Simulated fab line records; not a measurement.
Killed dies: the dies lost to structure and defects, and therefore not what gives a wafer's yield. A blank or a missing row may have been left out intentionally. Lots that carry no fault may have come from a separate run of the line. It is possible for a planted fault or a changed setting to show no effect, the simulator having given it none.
Code-filled problem report in 8D (eight disciplines) form	flow sky130	the parts of the form that need people (team, actions taken, sign-off) are left out

1. PROBLEM STATEMENT
Wafers free of any fault read 143.0 (standard deviation 1.7) for VT_ADJUST_PCH_TW at SKY_VT_ADJUST_PCH_TW_MEAS_10, against a mean of 103.3 on 6 wafers of 2 lots. Relative to the usual mean, that is a shift of -23 standard deviations.
Seen first at day 14 23:46 on film metro-01, wafer L152.2. At this step, 39 wafers from 13 lots have a number in the record. By rule, "out" or "out of limits" means more than 4 standard deviations away from the usual mean. Any other wafer with a number is counted as sound.

2. WHAT IT IS; WHAT IT IS NOT
question	is	is not
which readings at this step	VT_ADJUST_PCH_TW	-
which lots	L152, L158	L138, L140, L141, L142, L143, L146, L147, L148, L151, L156, L161
which wafers of those lots	all that have a number	-
read on which gauges	film metro-01, film metro-04	film metro-03
when	from day 14 23:46	up to then (27 sound wafers); but 6 sound wafers of L156, L161 came after

3. THE SUSPECTS, EACH WITH WHAT RULES IT OUT
Counting: a tool at a process step up to the reading stays a suspect if it ran every lot that is out and no sound lot after the first of them.
- the gauge at SKY_VT_ADJUST_PCH_TW_MEAS_10: ruled out. The wafers that are out were read on 2 gauges (film metro-01, film metro-04).
- implanter-04 at SKY_VT_ADJUST_PCH_IMPLANT_08: kept. Every lot that is out went through it, starting with L152 (day 14 23:32), and after that it ran no sound lot; the last sound lot it ran before then is L151 (day 14 18:49). Its own readings are out on those wafers: dose ions cm2, faraday current uA.
The count leaves implanter-04 at SKY_VT_ADJUST_PCH_IMPLANT_08.

4. THE CAUSE (what the simulator had put in)
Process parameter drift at SKY_VT_ADJUST_PCH_IMPLANT_08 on implanter-04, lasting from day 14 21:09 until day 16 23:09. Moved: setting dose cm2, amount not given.
After counting, this tool was the only one left.

5. THE EFFECT CHAIN, in route order
Each row: a reading where the mean over the struck wafers with a number is more than 3 standard deviations away from the usual. Only readings for which the record gives a usual standard deviation are gone through. hours: the time from each lot's start at the first step in this table that gives one to its start at this step, as a median over the lots. sigmas: the change in usual standard deviations.
hours	step	reading	usual	on struck wafers	change	sigmas
0	SKY_VT_ADJUST_PCH_IMPLANT_08	dose ions cm2	5e+11	1e+11	-4e+11	-99 or more
0	SKY_VT_ADJUST_PCH_IMPLANT_08	faraday current uA	2.81	0.77	-2.04	-39
0	SKY_VT_ADJUST_PCH_TW_MEAS_10	VT_ADJUST_PCH_TW	143.0	103.3	-39.7	-23
The process steps in it:
- SKY_VT_ADJUST_PCH_IMPLANT_08
Later steps that measure or inspect, where all struck wafers having a row at the step show a number for every such reading and not one has moved that far: SKY_VIA1_CD_MEAS_12.

6. HOW IT WOULD HAVE BEEN CAUGHT EARLIER
Counted from the fault's start at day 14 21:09, it took 3 hours until the first out-of-limits reading at a measuring or inspecting step in this record, taken at day 14 23:46.
Tool's own readings at SKY_VT_ADJUST_PCH_IMPLANT_08, dose ions cm2, faraday current uA: out on all struck wafers the step has rows for; an alarm limit on them would have tripped on the first.
Among the 2 lots that are out, L158 began SKY_VT_ADJUST_PCH_IMPLANT_08 on implanter-04 after day 14 23:46. Had the tool been put on hold then, it would have been spared.
